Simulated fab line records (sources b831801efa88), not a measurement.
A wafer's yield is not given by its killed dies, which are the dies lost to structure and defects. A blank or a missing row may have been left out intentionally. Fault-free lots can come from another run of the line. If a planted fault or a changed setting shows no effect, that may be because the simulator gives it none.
Which tool is to blame? || flow gf180mcu || 36 wafers from 12 lots sampled at 6 of the route's 602 steps

WHAT EACH GAUGE READ, for each wafer
GF_NSD_CD_MEAS_07 targets a cd of 400 nm. Usual: cdNm at 400.6 nm, with a standard deviation of 2.2.
{"lot": "L535", "measured": "day 13 07:48", "on": "cdSem-01", "cdNm (nm)": "396.3 397.0 396.7", "flag": ""}
{"lot": "L537", "measured": "day 13 21:12", "on": "cdSem-01", "cdNm (nm)": "399.8 400.2 400.2", "flag": ""}
{"lot": "L542", "measured": "day 15 18:55", "on": "cdSem-02", "cdNm (nm)": "402.5 403.2 402.2", "flag": ""}
{"lot": "L545", "measured": "day 17 02:29", "on": "cdSem-02", "cdNm (nm)": "386.5 385.7 385.5 386.8 385.3 385.5", "flag": "OFF"}
{"lot": "L546", "measured": "day 17 12:28", "on": "cdSem-02", "cdNm (nm)": "385.9 386.3 385.4 385.4 386.3 385.8", "flag": "OFF"}
{"lot": "L548", "measured": "day 17 22:52", "on": "cdSem-01", "cdNm (nm)": "386.1 385.2 385.3 386.0 384.8 385.3", "flag": "OFF"}
{"lot": "L550", "measured": "day 19 02:44", "on": "cdSem-01", "cdNm (nm)": "398.3 398.8 399.0", "flag": ""}
{"lot": "L552", "measured": "day 19 07:27", "on": "cdSem-01", "cdNm (nm)": "403.3 404.3 402.9", "flag": ""}
{"lot": "L553", "measured": "day 19 10:56", "on": "cdSem-01", "cdNm (nm)": "399.2 399.4 397.7", "flag": ""}
{"lot": "L557", "measured": "day 20 23:43", "on": "cdSem-01", "cdNm (nm)": "402.5 401.7 402.8", "flag": ""}
{"lot": "L556", "measured": "day 20 23:55", "on": "cdSem-02", "cdNm (nm)": "400.6 399.9 399.5", "flag": ""}
{"lot": "L558", "measured": "day 21 10:44", "on": "cdSem-02", "cdNm (nm)": "403.3 404.2 403.7", "flag": ""}

GF_M4_OVL_MEAS_15. Usual: M4_OVL 2 nm, standard deviation 4.9.
{"lot": "L535", "measured": "day 23 08:40", "on": "overlay-01", "M4_OVL (nm)": "6 7 9", "flag": ""}
{"lot": "L537", "measured": "day 23 22:49", "on": "overlay-01", "M4_OVL (nm)": "11 11 10", "flag": ""}
{"lot": "L542", "measured": "day 25 22:41", "on": "overlay-02", "M4_OVL (nm)": "-2 -1 -2", "flag": ""}
{"lot": "L545", "measured": "day 27 03:14", "on": "overlay-02", "M4_OVL (nm)": "-1 5 3", "flag": ""}
{"lot": "L546", "measured": "day 27 11:11", "on": "overlay-01", "M4_OVL (nm)": "-4 2 -2", "flag": ""}
{"lot": "L548", "measured": "day 27 22:22", "on": "overlay-01", "M4_OVL (nm)": "-3 2 0", "flag": ""}
{"lot": "L550", "measured": "day 28 21:37", "on": "overlay-01", "M4_OVL (nm)": "4 5 11", "flag": ""}
{"lot": "L552", "measured": "day 29 01:11", "on": "overlay-01", "M4_OVL (nm)": "-2 8 5", "flag": ""}
{"lot": "L553", "measured": "day 29 02:14", "on": "overlay-01", "M4_OVL (nm)": "-10 -3 -7", "flag": ""}
{"lot": "L557", "measured": "day 30 08:10", "on": "overlay-02", "M4_OVL (nm)": "3 2 1", "flag": ""}
{"lot": "L556", "measured": "day 30 07:53", "on": "overlay-02", "M4_OVL (nm)": "9 8 6", "flag": ""}
{"lot": "L558", "measured": "day 30 16:40", "on": "overlay-01", "M4_OVL (nm)": "-1 -1 4", "flag": ""}

WHICH TOOL RAN EACH LOT (tool, then ch and the chambers of the sampled wafers, then the start)
{"lot": "L535", "GF_NSD_COAT_02": "lithoTrack-03 ch 0, day 12 21:48", "GF_NSD_STRIP_11": "plasmaAsher-02 ch 1, day 13 08:15", "GF_M1_STRIP_17": "plasmaAsher-01 ch 0,1, day 17 02:46", "GF_V1_SOFTBAKE_10": "lithoTrack-04 ch 0, day 23 08:40 or earlier"}
{"lot": "L537", "GF_NSD_COAT_02": "lithoTrack-01 ch 0, day 13 10:40", "GF_NSD_STRIP_11": "plasmaAsher-01 ch 0,1, day 13 21:39", "GF_M1_STRIP_17": "plasmaAsher-02 ch 0,1, day 17 15:51", "GF_V1_SOFTBAKE_10": "lithoTrack-04 ch 0, day 23 22:49 or earlier"}
{"lot": "L542", "GF_NSD_COAT_02": "lithoTrack-04 ch 0, day 15 07:31", "GF_NSD_STRIP_11": "plasmaAsher-03 ch 0,1, day 15 19:21", "GF_M1_STRIP_17": "plasmaAsher-01 ch 0,1, day 19 19:58", "GF_V1_SOFTBAKE_10": "lithoTrack-04 ch 0, day 25 22:41 or earlier"}
{"lot": "L545", "GF_NSD_COAT_02": "lithoTrack-03 ch 0, day 16 15:03", "GF_NSD_STRIP_11": "plasmaAsher-02 ch 1, day 17 08:07", "GF_M1_STRIP_17": "plasmaAsher-01 ch 0, day 21 04:39", "GF_V1_SOFTBAKE_10": "lithoTrack-04 ch 0, day 27 03:14 or earlier"}
{"lot": "L546", "GF_NSD_COAT_02": "lithoTrack-03 ch 0, day 17 01:34", "GF_NSD_STRIP_11": "plasmaAsher-03 ch 0,1, day 17 15:01", "GF_M1_STRIP_17": "plasmaAsher-03 ch 0,1, day 21 15:44", "GF_V1_SOFTBAKE_10": "lithoTrack-02 ch 0, day 27 11:11 or earlier"}
{"lot": "L548", "GF_NSD_COAT_02": "lithoTrack-03 ch 0, day 17 11:07", "GF_NSD_STRIP_11": "plasmaAsher-03 ch 0,1, day 18 01:21", "GF_M1_STRIP_17": "plasmaAsher-03 ch 0,1, day 22 02:52", "GF_V1_SOFTBAKE_10": "lithoTrack-04 ch 0, day 27 22:22 or earlier"}
{"lot": "L550", "GF_NSD_COAT_02": "lithoTrack-04 ch 0, day 18 14:47", "GF_NSD_STRIP_11": "plasmaAsher-02 ch 1, day 19 03:11", "GF_M1_STRIP_17": "plasmaAsher-01 ch 0,1, day 23 05:37", "GF_V1_SOFTBAKE_10": "lithoTrack-03 ch 0, day 28 21:37 or earlier"}
{"lot": "L552", "GF_NSD_COAT_02": "lithoTrack-01 ch 0, day 18 19:30", "GF_NSD_STRIP_11": "plasmaAsher-01 ch 0,1, day 19 07:55", "GF_M1_STRIP_17": "plasmaAsher-01 ch 0,1, day 23 10:25", "GF_V1_SOFTBAKE_10": "lithoTrack-03 ch 0, day 29 01:11 or earlier"}
{"lot": "L553", "GF_NSD_COAT_02": "lithoTrack-01 ch 0, day 18 22:24", "GF_NSD_STRIP_11": "plasmaAsher-01 ch 0,1, day 19 11:23", "GF_M1_STRIP_17": "plasmaAsher-01 ch 0,1, day 23 13:03", "GF_V1_SOFTBAKE_10": "lithoTrack-02 ch 0, day 29 02:14 or earlier"}
{"lot": "L557", "GF_NSD_COAT_02": "lithoTrack-04 ch 0, day 20 11:38", "GF_NSD_STRIP_11": "plasmaAsher-03 ch 0, day 21 00:11", "GF_M1_STRIP_17": "plasmaAsher-03 ch 0, day 24 23:16", "GF_V1_SOFTBAKE_10": "lithoTrack-02 ch 0, day 30 08:10 or earlier"}
{"lot": "L556", "GF_NSD_COAT_02": "lithoTrack-03 ch 0, day 20 11:52", "GF_NSD_STRIP_11": "plasmaAsher-03 ch 0,1, day 21 00:22", "GF_M1_STRIP_17": "plasmaAsher-01 ch 0,1, day 24 23:16", "GF_V1_SOFTBAKE_10": "lithoTrack-03 ch 0, day 30 07:53 or earlier"}
{"lot": "L558", "GF_NSD_COAT_02": "lithoTrack-01 ch 0, day 20 22:42", "GF_NSD_STRIP_11": "plasmaAsher-02 ch 0,1, day 21 11:11", "GF_M1_STRIP_17": "plasmaAsher-03 ch 0,1, day 25 09:11", "GF_V1_SOFTBAKE_10": "lithoTrack-02 ch 0, day 30 16:40 or earlier"}
- GF_NSD_COAT_02: resist thk 1000 nm.
- GF_NSD_STRIP_11: strips in O2/N2.
- GF_M1_STRIP_17: strips in O2/N2.
- GF_V1_SOFTBAKE_10: time 61.46 s.

WHAT THE TOOLS THEMSELVES READ (means of the sampled wafers that have a number; where no wafer has one, the mark that the record gives instead)
GF_NSD_COAT_02. Usual: spinSpeedRpm at 3000.1 rpm, with a standard deviation of 1.7.
{"lot": "L535", "tool": "lithoTrack-03", "spinSpeedRpm (rpm)": 2999.0, "flag": ""}
{"lot": "L537", "tool": "lithoTrack-01", "spinSpeedRpm (rpm)": 2999.0, "flag": ""}
{"lot": "L542", "tool": "lithoTrack-04", "spinSpeedRpm (rpm)": 2999.8, "flag": ""}
{"lot": "L545", "tool": "lithoTrack-03", "spinSpeedRpm (rpm)": 3002.0, "flag": ""}
{"lot": "L546", "tool": "lithoTrack-03", "spinSpeedRpm (rpm)": 3001.4, "flag": ""}
{"lot": "L548", "tool": "lithoTrack-03", "spinSpeedRpm (rpm)": 3000.6, "flag": ""}
{"lot": "L550", "tool": "lithoTrack-04", "spinSpeedRpm (rpm)": 3001.0, "flag": ""}
{"lot": "L552", "tool": "lithoTrack-01", "spinSpeedRpm (rpm)": 3000.3, "flag": ""}
{"lot": "L553", "tool": "lithoTrack-01", "spinSpeedRpm (rpm)": 3001.1, "flag": ""}
{"lot": "L557", "tool": "lithoTrack-04", "spinSpeedRpm (rpm)": 2999.2, "flag": ""}
{"lot": "L556", "tool": "lithoTrack-03", "spinSpeedRpm (rpm)": 2999.2, "flag": ""}
{"lot": "L558", "tool": "lithoTrack-01", "spinSpeedRpm (rpm)": 2999.2, "flag": ""}

GF_NSD_STRIP_11. Usual: drypumpMotorCurrentA 5.7 A, standard deviation 0.53; heaterPowerW 330 W, standard deviation 30; oesProductAu 0.486 a.u., standard deviation 0.0043; stripTimeToEndpointS 22.95 s, standard deviation 0.046.
{"lot": "L535", "tool": "plasmaAsher-02", "drypumpMotorCurrentA (A)": 5.7, "heaterPowerW (W)": 362, "oesProductAu (a.u.)": 0.486, "stripTimeToEndpointS (s)": 22.88, "flag": ""}
{"lot": "L537", "tool": "plasmaAsher-01", "drypumpMotorCurrentA (A)": 5.6, "heaterPowerW (W)": 339, "oesProductAu (a.u.)": 0.485, "stripTimeToEndpointS (s)": 23.04, "flag": ""}
{"lot": "L542", "tool": "plasmaAsher-03", "drypumpMotorCurrentA (A)": 6.1, "heaterPowerW (W)": 324, "oesProductAu (a.u.)": 0.487, "stripTimeToEndpointS (s)": 23.00, "flag": ""}
{"lot": "L545", "tool": "plasmaAsher-02", "drypumpMotorCurrentA (A)": 5.7, "heaterPowerW (W)": 367, "oesProductAu (a.u.)": 0.505, "stripTimeToEndpointS (s)": 24.63, "flag": "OFF"}
{"lot": "L546", "tool": "plasmaAsher-03", "drypumpMotorCurrentA (A)": 6.1, "heaterPowerW (W)": 323, "oesProductAu (a.u.)": 0.506, "stripTimeToEndpointS (s)": 24.72, "flag": "OFF"}
{"lot": "L548", "tool": "plasmaAsher-03", "drypumpMotorCurrentA (A)": 6.1, "heaterPowerW (W)": 321, "oesProductAu (a.u.)": 0.503, "stripTimeToEndpointS (s)": 24.67, "flag": "OFF"}
{"lot": "L550", "tool": "plasmaAsher-02", "drypumpMotorCurrentA (A)": 5.7, "heaterPowerW (W)": 361, "oesProductAu (a.u.)": 0.484, "stripTimeToEndpointS (s)": 23.00, "flag": ""}
{"lot": "L552", "tool": "plasmaAsher-01", "drypumpMotorCurrentA (A)": 5.1, "heaterPowerW (W)": 352, "oesProductAu (a.u.)": 0.484, "stripTimeToEndpointS (s)": 22.95, "flag": ""}
{"lot": "L553", "tool": "plasmaAsher-01", "drypumpMotorCurrentA (A)": 5.6, "heaterPowerW (W)": 347, "oesProductAu (a.u.)": 0.490, "stripTimeToEndpointS (s)": 22.97, "flag": ""}
{"lot": "L557", "tool": "plasmaAsher-03", "drypumpMotorCurrentA (A)": 5.5, "heaterPowerW (W)": 277, "oesProductAu (a.u.)": 0.485, "stripTimeToEndpointS (s)": 22.90, "flag": ""}
{"lot": "L556", "tool": "plasmaAsher-03", "drypumpMotorCurrentA (A)": 6.1, "heaterPowerW (W)": 312, "oesProductAu (a.u.)": 0.486, "stripTimeToEndpointS (s)": 22.96, "flag": ""}
{"lot": "L558", "tool": "plasmaAsher-02", "drypumpMotorCurrentA (A)": 5.5, "heaterPowerW (W)": 348, "oesProductAu (a.u.)": 0.485, "stripTimeToEndpointS (s)": 22.92, "flag": ""}

GF_M1_STRIP_17. Usual: drypumpMotorCurrentA 5.6 A, standard deviation 0.57; heaterPowerW 330 W, standard deviation 30; oesProductAu 0.556 a.u., standard deviation 0.0052; stripTimeToEndpointS 7.85 s, standard deviation 0.061.
{"lot": "L535", "tool": "plasmaAsher-01", "drypumpMotorCurrentA (A)": 5.6, "heaterPowerW (W)": 337, "oesProductAu (a.u.)": 0.554, "stripTimeToEndpointS (s)": 7.83, "flag": ""}
{"lot": "L537", "tool": "plasmaAsher-02", "drypumpMotorCurrentA (A)": 5.4, "heaterPowerW (W)": 348, "oesProductAu (a.u.)": 0.557, "stripTimeToEndpointS (s)": 7.82, "flag": ""}
{"lot": "L542", "tool": "plasmaAsher-01", "drypumpMotorCurrentA (A)": 5.2, "heaterPowerW (W)": 354, "oesProductAu (a.u.)": 0.554, "stripTimeToEndpointS (s)": 7.82, "flag": ""}
{"lot": "L545", "tool": "plasmaAsher-01", "drypumpMotorCurrentA (A)": 4.7, "heaterPowerW (W)": 367, "oesProductAu (a.u.)": 0.555, "stripTimeToEndpointS (s)": 7.90, "flag": ""}
{"lot": "L546", "tool": "plasmaAsher-03", "drypumpMotorCurrentA (A)": 6.1, "heaterPowerW (W)": 312, "oesProductAu (a.u.)": 0.562, "stripTimeToEndpointS (s)": 7.94, "flag": ""}
{"lot": "L548", "tool": "plasmaAsher-03", "drypumpMotorCurrentA (A)": 5.8, "heaterPowerW (W)": 297, "oesProductAu (a.u.)": 0.555, "stripTimeToEndpointS (s)": 7.90, "flag": ""}
{"lot": "L550", "tool": "plasmaAsher-01", "drypumpMotorCurrentA (A)": 5.1, "heaterPowerW (W)": 348, "oesProductAu (a.u.)": 0.554, "stripTimeToEndpointS (s)": 7.86, "flag": ""}
{"lot": "L552", "tool": "plasmaAsher-01", "drypumpMotorCurrentA (A)": 5.6, "heaterPowerW (W)": 337, "oesProductAu (a.u.)": 0.559, "stripTimeToEndpointS (s)": 7.84, "flag": ""}
{"lot": "L553", "tool": "plasmaAsher-01", "drypumpMotorCurrentA (A)": 5.1, "heaterPowerW (W)": 352, "oesProductAu (a.u.)": 0.559, "stripTimeToEndpointS (s)": 7.82, "flag": ""}
{"lot": "L557", "tool": "plasmaAsher-03", "drypumpMotorCurrentA (A)": 5.5, "heaterPowerW (W)": 278, "oesProductAu (a.u.)": 0.558, "stripTimeToEndpointS (s)": 7.85, "flag": ""}
{"lot": "L556", "tool": "plasmaAsher-01", "drypumpMotorCurrentA (A)": 5.1, "heaterPowerW (W)": 352, "oesProductAu (a.u.)": 0.552, "stripTimeToEndpointS (s)": 7.80, "flag": ""}
{"lot": "L558", "tool": "plasmaAsher-03", "drypumpMotorCurrentA (A)": 5.8, "heaterPowerW (W)": 295, "oesProductAu (a.u.)": 0.561, "stripTimeToEndpointS (s)": 7.88, "flag": ""}

GF_V1_SOFTBAKE_10. Usual: plateSensorTCentreC 131.02 C, standard deviation 0.01; plateSensorTEdgeC 131.21 C, standard deviation 0.01.
{"lot": "L535", "tool": "lithoTrack-04", "plateSensorTCentreC (C)": 131.01, "plateSensorTEdgeC (C)": 131.21, "flag": ""}
{"lot": "L537", "tool": "lithoTrack-04", "plateSensorTCentreC (C)": 131.03, "plateSensorTEdgeC (C)": 131.20, "flag": ""}
{"lot": "L542", "tool": "lithoTrack-04", "plateSensorTCentreC (C)": 131.01, "plateSensorTEdgeC (C)": 131.21, "flag": ""}
{"lot": "L545", "tool": "lithoTrack-04", "plateSensorTCentreC (C)": 131.01, "plateSensorTEdgeC (C)": 131.21, "flag": ""}
{"lot": "L546", "tool": "lithoTrack-02", "plateSensorTCentreC (C)": 131.01, "plateSensorTEdgeC (C)": 131.21, "flag": ""}
{"lot": "L548", "tool": "lithoTrack-04", "plateSensorTCentreC (C)": 131.01, "plateSensorTEdgeC (C)": 131.20, "flag": ""}
{"lot": "L550", "tool": "lithoTrack-03", "plateSensorTCentreC (C)": 131.02, "plateSensorTEdgeC (C)": 131.21, "flag": ""}
{"lot": "L552", "tool": "lithoTrack-03", "plateSensorTCentreC (C)": 131.02, "plateSensorTEdgeC (C)": 131.20, "flag": ""}
{"lot": "L553", "tool": "lithoTrack-02", "plateSensorTCentreC (C)": 131.01, "plateSensorTEdgeC (C)": 131.20, "flag": ""}
{"lot": "L557", "tool": "lithoTrack-02", "plateSensorTCentreC (C)": 131.02, "plateSensorTEdgeC (C)": 131.22, "flag": ""}
{"lot": "L556", "tool": "lithoTrack-03", "plateSensorTCentreC (C)": 131.02, "plateSensorTEdgeC (C)": 131.21, "flag": ""}
{"lot": "L558", "tool": "lithoTrack-02", "plateSensorTCentreC (C)": 131.01, "plateSensorTEdgeC (C)": 131.21, "flag": ""}

THE ANSWER, worked out from the rows above alone
Rule: a lot counts as off when the mean over its wafers that have a number is more than 3 standard deviations away from the usual mean. Also off: a lot with no number at a reading for which 4 or more lots have one. The other lots that the step has rows for count as sound. The gauges are gone through in route order, then the tools' own readings, and for those a lot's mean is taken as printed above. At the first step where some lot is off, the reading lying furthest off is the one used; lots without a number count as furthest.
Off at GF_NSD_CD_MEAS_07 (cdNm): L545, L546, L548.
A tool fits if, at a process step before that reading, it ran every lot that is off, and no sound lot after the first of them. The gauges at GF_NSD_CD_MEAS_07 aren't tried: what is off there is off at GF_NSD_STRIP_11 too, on other tools, and a gauge's error can't cause that. No candidate that was tried fits.

WHAT THE SIMULATOR HAD PUT IN
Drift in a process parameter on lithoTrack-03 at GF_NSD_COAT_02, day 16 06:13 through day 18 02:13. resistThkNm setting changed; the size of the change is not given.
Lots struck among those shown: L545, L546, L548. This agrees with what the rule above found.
